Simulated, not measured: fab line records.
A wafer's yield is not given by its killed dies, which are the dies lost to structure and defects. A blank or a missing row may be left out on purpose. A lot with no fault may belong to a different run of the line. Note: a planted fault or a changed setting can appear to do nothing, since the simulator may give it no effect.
Problem report in the 8D (eight disciplines) form, filled by code :: flow sky130 :: the parts of the form that need people (team, actions taken, sign-off) are left out

== 1. PROBLEM STATEMENT ==
A mean of 392.7 nm is read at SKY_LDD_P_CD_MEAS_07 for cd_nm, taken on 1 wafer of 1 lot, against 380.2 nm (standard deviation 2.3) on wafers free of any fault. That puts it +5.4 standard deviations away from the usual mean.
The step: target cd 380 nm.
The first sign was on wafer L881.6 at day 23 20:49, on cd_sem-01. The record holds 39 wafers of 13 lots with a number at this step. Rule for "out" (also "out of limits"): further than 4 standard deviations from the usual mean. Any other wafer with a number is counted as sound.

== 2. WHAT THIS IS AND IS NOT ==
question: which readings at this step
is: cd_nm
is not: -

question: which lots
is: L881
is not: L866, L868, L870, L871, L872, L873, L876, L877, L880, L886, L887, L888

question: which wafers of those lots
is: L881.6
is not: L881.1, L881.5

question: read on which gauges
is: cd_sem-01
is not: cd_sem-02

question: when
is: from day 23 20:49
is not: up to then (29 sound wafers); but 9 sound wafers of L886, L887, L888 came after

== 3. SUSPECTS, AND WHAT RULES EACH OUT ==
Counting: any tool at a process step up to the reading remains a suspect provided it ran every lot that is out. Sound lots after the first of them don't rule it out here, since some wafers of a struck lot are sound.
- the gauge at SKY_LDD_P_CD_MEAS_07: kept. All the wafers that are out were read on cd_sem-01, and no step on other tools shows them out.
- litho_track-02 at SKY_LDD_P_DEVELOP_06 (develop time 60 s): kept. It ran the lot that is out, L881 (day 23 20:40); its last sound lot up to then is L872 (day 20 15:34).
Remaining after the count are litho_track-02 at SKY_LDD_P_DEVELOP_06 and cd_sem-01 at SKY_LDD_P_CD_MEAS_07.

== 4. THE CAUSE (what the simulator had put in) ==
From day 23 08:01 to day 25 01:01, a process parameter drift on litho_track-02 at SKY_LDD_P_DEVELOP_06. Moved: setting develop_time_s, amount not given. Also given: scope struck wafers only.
Of the 2 suspects that counting leaves, this tool is one.

== 5. THE CHAIN OF EFFECTS, in route order ==
Each row: a reading whose mean over the struck wafers that have a number lies more than 3 standard deviations from the usual. Scope: only readings with a usual standard deviation given in the record; hours: median across lots of the time from each lot's start at the first step in this table that gives one to its start at this step; sigmas: change in usual standard deviations.
hours: 0
step: SKY_LDD_P_CD_MEAS_07
reading: cd_nm
usual: 380.2 nm
on struck wafers: 392.7
change: +12.5
sigmas: +5.4

== 6. HOW IT WOULD HAVE BEEN CAUGHT EARLIER ==
Counted from the fault's start at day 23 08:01, it took 13 hours until the first out-of-limits reading at a measuring or inspecting step in this record, taken at day 23 20:49.
All the lots that are out (1) had begun SKY_LDD_P_DEVELOP_06 on litho_track-02 by day 23 20:49. A hold on the tool at that time would have spared none of them.
